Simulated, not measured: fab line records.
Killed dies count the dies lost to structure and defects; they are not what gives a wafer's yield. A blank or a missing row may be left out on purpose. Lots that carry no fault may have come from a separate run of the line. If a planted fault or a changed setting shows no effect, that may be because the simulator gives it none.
A lot that was struck, set against a sound lot / flow sky130 / 18 steps out of a route of 708
Sound: the wafers L463.1, L463.2, L463.3. Wafers struck: L479.1, L479.2, L479.5. At the end, the cause is stated.
Order at every step that has rows: each side's tool, ch and its chambers, its first start. Under that, the readings that differ: sound wafers / struck wafers / difference of the means / sigmas: that difference in standard deviations of wafers without a fault.
alike: words and numbers the same on both sides, and readings whose means are apart by under 2 such deviations; not compared: readings that were withheld, readings missing a value for some wafer, numbers with overlapping values and no deviation given by the record, and bounds like >300 which may hide the same value.
Wherever a step has rows on one side only, a row that says differs or no value, or a row with sigmas, the two part there. Numbers that have no deviation but don't overlap get no sigmas and don't part them. A reading that every wafer of one side lacks parts them only if that side has two wafers or more.

first, 2 steps without rows for these wafers: SKY_METAL1_CLEAN_23 (cleans in O3/DIW); SKY_VIA1_HDPCVD_00 (deposits SiO2, target thk 1030 nm, time 171.7 s).
SKY_VIA1_THK_MEAS_01:
  sound: filmMetro-02 at day 33 13:34; struck: filmMetro-03 at day 38 04:38
  alike: VIA1_HDPCVD_THK
SKY_VIA1_CMP_02: polishes SiO2.
  sound on cmp-02 ch 0,1,3, day 33 13:41; struck on cmp-02 ch 0,1,2, day 38 04:41
  alike: headPressurePsi, motorCurrentA, retainingRingPressureFrac, slurryFlowMlMin
SKY_VIA1_BOW_MEAS_03:
  sound: filmMetro-04 at day 33 13:56; struck: filmMetro-03 at day 38 04:59
  alike: VIA1_BOW
then, 7 steps without rows for these wafers: SKY_VIA1_DEHYDRATE_04 (time 60 s); SKY_VIA1_HMDS_05 (prime time 60 s); SKY_VIA1_COAT_06 (resist thk 60 nm); SKY_VIA1_COAT_07 (resist thk 450 nm); SKY_VIA1_SOFTBAKE_08 (time 90 s); SKY_VIA1_EXPOSE_09 (exposes mask VIM, target cd 150 nm); SKY_VIA1_PEB_10.
SKY_VIA1_DEVELOP_11: develop time 60 s.
  sound on lithoTrack-04 ch 0, day 34 17:00; struck on lithoTrack-01 ch 0, day 39 06:00
SKY_VIA1_CD_MEAS_12 targets a cd of 150 nm.
  sound: cdSem-01 at day 34 17:10; struck: cdSem-01 at day 39 06:29
reading=cdNm (nm); sound=149.2 149.3 148.5; struck=153.0 154.1 154.5; difference=+4.9; sigmas=+3
SKY_VIA1_OVL_MEAS_13:
  sound: overlay-02 at day 34 17:17; struck: overlay-02 at day 39 06:38
  alike: VIA1_OVL
SKY_VIA1_ETCH_14: etches BARC in N2/H2, stops on SiO2, time 45.9 s, target depth 60 nm.
  sound on rieDiel-04 ch 0,1,3, day 34 17:20; struck on rieDiel-03 ch 1,2, day 39 06:40
reading=model.VIA1.cdNm (nm); sound=149.6 148.6 148.5; struck=154.4 154.1 155.3; difference=+5.7; sigmas=
  alike: drypumpMotorCurrentA, oesProductAu, throttleValvePct
  not compared: rfHoursCounterH
SKY_VIA1_ETCH_15: etches SiO2 in C4F8/O2/Ar, stops on TiN, target depth 351 nm, time 54 s.
  sound on rieDiel-04 ch 0,1,3, day 34 17:22; struck on rieDiel-03 ch 1,2, day 39 06:43
  alike: oesProductAu
  not compared: rfHoursCounterH
-- the record jumps here: 11 days lie between the struck wafers' starts before and after (it left off in module VIA1 and takes up again in module PAD_OPEN, whose first step shown is number 708 of the route) --
SKY_PAD_OPEN_PROBE_99:
  record: rows for the struck wafers here (prober-02, day 49 19:48), none for the sound ones

WHERE THEY PART
At SKY_VIA1_CD_MEAS_12 first; at SKY_PAD_OPEN_PROBE_99 last (within this record only).

WHY: the cause the simulator had injected
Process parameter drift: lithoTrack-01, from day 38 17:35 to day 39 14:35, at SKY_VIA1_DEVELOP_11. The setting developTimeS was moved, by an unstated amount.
